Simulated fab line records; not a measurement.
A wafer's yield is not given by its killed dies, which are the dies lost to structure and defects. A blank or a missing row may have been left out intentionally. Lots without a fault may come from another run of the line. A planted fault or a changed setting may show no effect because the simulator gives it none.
The tool behind it: which one?	flow sky130	24 lots, 72 wafers sampled, at 6 steps of a route of 708

WHAT THE GAUGES READ, wafer by wafer
SKY_POLY_CUT_OVL_MEAS_09.
lot	measured	on	POLY_CUT_OVL (nm)
L074	day 24 04:07	overlay-02	-6 -1 -5
L075	day 24 07:14	overlay-02	11 -1 6
L076	day 24 20:48	overlay-02	-3 1 1
L077	day 25 05:44	overlay-02	-2 0 4
L078	day 25 08:07	overlay-02	-11 -5 -7
L079	day 26 10:23	overlay-01	-9 -8 -12
L080	day 26 18:58	overlay-02	3 0 2
L081	day 27 00:49	overlay-02	-7 -2 -3
L082	day 27 08:59	overlay-02	1 1 3
L083	day 27 12:20	overlay-02	-5 -7 -1
L084	day 28 05:51	overlay-01	-6 -11 -4
L085	day 28 08:43	overlay-02	-7 -9 -6
L086	day 28 19:02	overlay-01	-6 9 3
L087	day 28 21:47	overlay-01	2 -3 3
L088	day 29 07:47	overlay-01	0 -5 -2
L089	day 29 15:41	overlay-01	-2 -2 5
L090	day 29 22:38	overlay-01	3 -6 -7
L091	day 30 08:05	overlay-01	3 -1 4
L092	day 30 13:11	overlay-02	0 -4 -5
L093	day 31 02:32	overlay-01	-6 -7 -5
L094	day 31 10:26	overlay-01	2 -3 1
L095	day 31 11:37	overlay-02	11 5 9
L096	day 31 15:58	overlay-01	9 -1 4
L097	day 32 04:38	overlay-02	4 6 5

SKY_VIA4_BOW_MEAS_03.
lot	measured	on	VIA4_BOW (um)
L074	day 41 17:42	film_metro-03	84 84 86
L075	day 41 18:50	film_metro-03	83 81 81
L076	day 42 07:14	film_metro-01	87 74 72
L077	day 42 13:14	film_metro-04	70 74 59
L078	day 42 15:50	film_metro-01	72 77 95
L079	day 43 13:33	film_metro-01	90 90 85
L080	day 43 16:40	film_metro-04	81 60 80
L081	day 45 02:23	film_metro-03	81 86 98
L082	day 44 08:13	film_metro-04	70 91 76
L083	day 44 09:30	film_metro-04	81 79 74
L084	day 45 00:17	film_metro-04	72 69 74
L085	day 45 03:34	film_metro-03	81 92 90
L086	day 45 11:06	film_metro-03	78 87 79
L087	day 45 11:38	film_metro-04	90 73 76
L088	day 45 17:27	film_metro-04	82 86 84
L089	day 46 02:15	film_metro-04	82 74 86
L090	day 46 09:58	film_metro-04	81 74 77
L091	day 46 11:40	film_metro-04	77 82 81
L092	day 46 16:55	film_metro-01	87 76 67
L093	day 47 05:35	film_metro-01	78 83 85
L094	day 47 05:55	film_metro-04	78 87 80
L095	day 47 08:18	film_metro-04	81 82 75
L096	day 47 11:36	film_metro-04	84 81 70
L097	day 47 23:22	film_metro-04	83 85 69

WHAT TOOL EACH LOT RAN ON (gives the tool, then ch and the chambers of the sampled wafers, and finally the start)
lot	SKY_METAL1_STRIP_20	SKY_VIA2_CMP_02	SKY_VIA2_CVD_21	SKY_VIA3_ETCH_15
L074	plasma_asher-04 ch 1, day 32 17:09	cmp-02 ch 1,3, day 35 02:10	cvd_w-01 ch 0,1, day 36 06:24	rie_diel-02 ch 0,2, day 39 14:13
L075	plasma_asher-02 ch 0,1, day 32 19:38	cmp-01 ch 1,2, day 35 04:07	cvd_w-01 ch 0,1, day 36 07:59	rie_diel-01 ch 0,2,3, day 39 14:34
L076	plasma_asher-01 ch 0,1, day 33 07:44	cmp-01 ch 1,2,3, day 35 14:55	cvd_w-02 ch 0,1, day 36 18:46	rie_diel-02 ch 0,3, day 40 05:22
L077	plasma_asher-01 ch 0,1, day 33 16:50	cmp-02 ch 0,2,3, day 36 01:09	cvd_w-01 ch 0,1, day 37 03:49	rie_diel-03 ch 0,1,3, day 40 09:53
L078	plasma_asher-04 ch 0,1, day 33 18:08	cmp-01 ch 0,1,3, day 36 01:58	cvd_w-02 ch 0,1, day 37 05:45	rie_diel-03 ch 0,1,3, day 40 12:02
L079	plasma_asher-02 ch 0,1, day 34 18:26	cmp-01 ch 0,1,3, day 37 01:32	cvd_w-02 ch 0, day 38 04:35	rie_diel-03 ch 0,1,3, day 41 10:22
L080	plasma_asher-01 ch 0,1, day 35 00:39	cmp-01 ch 2,3, day 37 09:25	cvd_w-02 ch 0,1, day 38 12:35	rie_diel-03 ch 0,1,2, day 41 16:11
L081	plasma_asher-01 ch 0,1, day 36 12:38	cmp-01 ch 0,1,2, day 38 20:39	cvd_w-01 ch 0,1, day 39 22:25	rie_diel-01 ch 0,1,3, day 43 02:31
L082	plasma_asher-04 ch 0, day 35 13:47	cmp-01 ch 0,2, day 37 22:02	cvd_w-02 ch 1, day 39 00:34	rie_diel-03 ch 0,2,3, day 42 06:44
L083	plasma_asher-04 ch 0,1, day 35 20:02	cmp-01 ch 0,1,3, day 38 03:11	cvd_w-01 ch 0, day 39 06:17	rie_diel-02 ch 0,1,3, day 42 09:38
L084	plasma_asher-04 ch 0,1, day 36 11:57	cmp-02 ch 0,1,2, day 38 19:24	cvd_w-01 ch 0,1, day 39 21:35	rie_diel-03 ch 1,2,3, day 43 00:07
L085	plasma_asher-01 ch 0,1, day 36 13:29	cmp-02 ch 0,1,2, day 38 21:05	cvd_w-02 ch 0,1, day 39 23:06	rie_diel-02 ch 0,1,2, day 43 03:02
L086	plasma_asher-04 ch 0,1, day 36 23:26	cmp-02 ch 0,1,2, day 39 06:55	cvd_w-01 ch 0,1, day 40 08:58	rie_diel-03 ch 0,1,3, day 43 10:46
L087	plasma_asher-02 ch 0,1, day 36 23:47	cmp-01 ch 0,1, day 39 07:04	cvd_w-01 ch 0,1, day 40 09:17	rie_diel-01 ch 0,2,3, day 43 11:07
L088	plasma_asher-01 ch 0,1, day 37 10:01	cmp-02 ch 0,1,2, day 39 16:42	cvd_w-01 ch 0,1, day 40 18:18	rie_diel-02 ch 0,2,3, day 43 19:37
L089	plasma_asher-02 ch 0,1, day 37 19:06	cmp-01 ch 0,1,2, day 40 01:53	cvd_w-02 ch 0, day 41 03:44	rie_diel-02 ch 0,2,3, day 44 04:10
L090	plasma_asher-02 ch 0, day 38 00:50	cmp-01 ch 0,1,3, day 40 08:38	cvd_w-02 ch 0,1, day 41 09:59	rie_diel-03 ch 2,3, day 44 10:41
L091	plasma_asher-04 ch 0,1, day 38 06:12	cmp-01 ch 0,2,3, day 40 10:41	cvd_w-02 ch 0,1, day 41 11:53	rie_diel-03 ch 2,3, day 44 12:47
L092	plasma_asher-04 ch 0,1, day 38 14:49	cmp-02 ch 0,2,3, day 40 19:16	cvd_w-02 ch 0,1, day 41 20:37	rie_diel-02 ch 0,1,3, day 44 20:16
L093	plasma_asher-04 ch 0,1, day 39 02:30	cmp-02 ch 0,1, day 41 09:26	cvd_w-02 ch 0,1, day 42 10:26	rie_diel-01 ch 1,2,3, day 45 08:22
L094	plasma_asher-02 ch 0,1, day 39 06:26	cmp-02 ch 0,3, day 41 10:40	cvd_w-01 ch 0,1, day 42 12:03	rie_diel-03 ch 0,3, day 45 09:37
L095	plasma_asher-01 ch 1, day 39 08:03	cmp-01 ch 0,1, day 41 12:32	cvd_w-01 ch 0,1, day 42 13:38	rie_diel-01 ch 0,1, day 45 11:56
L096	plasma_asher-04 ch 0,1, day 39 13:11	cmp-02 ch 0,1, day 41 18:02	cvd_w-02 ch 0,1, day 42 18:16	rie_diel-01 ch 0,3, day 45 15:05
L097	plasma_asher-01 ch 0,1, day 40 01:57	cmp-02 ch 0,1,2, day 42 05:56	cvd_w-01 ch 0,1, day 43 06:32	rie_diel-02 ch 1,2, day 46 03:47
- SKY_METAL1_STRIP_20: strips in O2/N2.
- SKY_VIA2_CMP_02: polishes SiO2.
- SKY_VIA2_CVD_21: deposits W, target thk 420 nm, time 126.4 s.
- SKY_VIA3_ETCH_15: etches SiO2 in C4F8/O2/Ar, stops on TiN, target depth 507 nm, time 78 s.

AS READ BY THE TOOLS THEMSELVES (means over the sampled wafers that have a number; for cases with no such wafer, the mark the record gives instead)
SKY_METAL1_STRIP_20.
lot	tool	drypump_motor_current_A (A)	oes_product_au (a.u.)	strip_time_to_endpoint_s (s)
L074	plasma_asher-04	6.0	0.342	2.705
L075	plasma_asher-02	6.5	0.350	2.738
L076	plasma_asher-01	6.2	0.344	2.710
L077	plasma_asher-01	6.2	0.340	2.712
L078	plasma_asher-04	5.9	0.342	2.719
L079	plasma_asher-02	6.5	0.342	2.699
L080	plasma_asher-01	6.2	0.339	2.716
L081	plasma_asher-01	6.2	0.341	2.704
L082	plasma_asher-04	5.6	0.343	2.653
L083	plasma_asher-04	5.9	0.347	2.713
L084	plasma_asher-04	5.7	0.343	2.731
L085	plasma_asher-01	6.2	0.343	2.679
L086	plasma_asher-04	5.9	0.341	2.697
L087	plasma_asher-02	6.5	0.345	2.684
L088	plasma_asher-01	6.2	0.338	2.705
L089	plasma_asher-02	6.5	0.344	2.714
L090	plasma_asher-02	6.6	0.347	2.731
L091	plasma_asher-04	5.7	0.345	2.714
L092	plasma_asher-04	5.9	0.343	2.692
L093	plasma_asher-04	5.7	0.346	2.707
L094	plasma_asher-02	6.5	0.343	2.710
L095	plasma_asher-01	6.6	0.337	2.671
L096	plasma_asher-04	5.9	0.346	2.727
L097	plasma_asher-01	6.2	0.343	2.692

SKY_VIA2_CMP_02.
lot	tool	motor_current_A (A)	retaining_ring_pressure_frac	slurry_filter_dp_kPa (kPa)
L074	cmp-02	10.9	1.005	13.55
L075	cmp-01	12.0	1.000	13.57
L076	cmp-01	12.2	1.000	13.44
L077	cmp-02	11.0	1.001	13.52
L078	cmp-01	11.5	1.002	13.62
L079	cmp-01	11.1	0.995	13.60
L080	cmp-01	13.0	0.998	13.50
L081	cmp-01	12.0	1.001	13.38
L082	cmp-01	12.1	1.002	13.47
L083	cmp-01	11.4	1.000	13.60
L084	cmp-02	12.0	1.001	13.36
L085	cmp-02	12.2	1.002	13.51
L086	cmp-02	11.7	0.998	13.49
L087	cmp-01	11.3	0.997	13.41
L088	cmp-02	11.9	1.001	13.44
L089	cmp-01	12.1	1.003	13.44
L090	cmp-01	11.7	0.998	13.49
L091	cmp-01	12.8	1.003	13.40
L092	cmp-02	11.0	0.997	13.46
L093	cmp-02	12.7	1.002	13.44
L094	cmp-02	10.7	1.000	13.49
L095	cmp-01	11.2	1.002	13.34
L096	cmp-02	13.4	0.995	13.60
L097	cmp-02	11.8	1.003	13.34

SKY_VIA2_CVD_21.
lot	tool	heater_power_w (W)	susceptor_temp_C (C)
L074	cvd_w-01	888	400.25
L075	cvd_w-01	858	399.96
L076	cvd_w-02	1009	399.92
L077	cvd_w-01	849	399.80
L078	cvd_w-02	1032	400.24
L079	cvd_w-02	964	400.01
L080	cvd_w-02	1028	399.71
L081	cvd_w-01	920	399.93
L082	cvd_w-02	1062	399.76
L083	cvd_w-01	800	400.05
L084	cvd_w-01	919	400.00
L085	cvd_w-02	1006	400.25
L086	cvd_w-01	858	400.08
L087	cvd_w-01	931	399.72
L088	cvd_w-01	872	400.17
L089	cvd_w-02	973	400.06
L090	cvd_w-02	1012	399.84
L091	cvd_w-02	1036	399.89
L092	cvd_w-02	1039	399.84
L093	cvd_w-02	1029	399.94
L094	cvd_w-01	929	399.99
L095	cvd_w-01	937	400.25
L096	cvd_w-02	1033	400.34
L097	cvd_w-01	877	399.81

SKY_VIA3_ETCH_15.
lot	tool	oes_product_au (a.u.)	rf_fwd_power_W (W)
L074	rie_diel-02	0.950	1492
L075	rie_diel-01	0.938	1488
L076	rie_diel-02	0.942	1493
L077	rie_diel-03	0.949	1486
L078	rie_diel-03	0.943	1490
L079	rie_diel-03	0.945	1490
L080	rie_diel-03	0.949	1493
L081	rie_diel-01	0.944	1488
L082	rie_diel-03	0.948	1491
L083	rie_diel-02	0.944	1484
L084	rie_diel-03	0.945	1486
L085	rie_diel-02	0.948	1490
L086	rie_diel-03	0.944	1492
L087	rie_diel-01	0.942	1486
L088	rie_diel-02	0.950	1491
L089	rie_diel-02	0.947	1491
L090	rie_diel-03	0.947	1482
L091	rie_diel-03	0.949	1489
L092	rie_diel-02	0.943	1489
L093	rie_diel-01	0.946	1492
L094	rie_diel-03	0.948	1490
L095	rie_diel-01	0.943	1485
L096	rie_diel-01	0.945	1488
L097	rie_diel-02	0.942	1493

THE ANSWER, worked out from the rows above alone
Rule: the lots themselves supply what counts as usual. The widest of any qualifying gaps counts: lots, ordered by their means at a reading, are off when they make up no more than a third of the lots, leave a main group of 4 or more, and stand apart from it by 3 or more times the standard deviation of that group's means. Not used: any main group whose means are identical at the precision the tables above print for the reading. Also off: a lot with no number at a reading for which 4 or more lots have one. Any other lot the step has rows for is counted as sound. After the gauges, taken in route order, come the tools' own readings; for these a lot's mean is taken, as printed above. The first step at which some lot is off is used, and at that step the reading that is off furthest; a lot without a number counts as furthest.
Nothing can be told from this: no lot is off at any reading shown.

WHAT THE SIMULATOR HAD INSERTED
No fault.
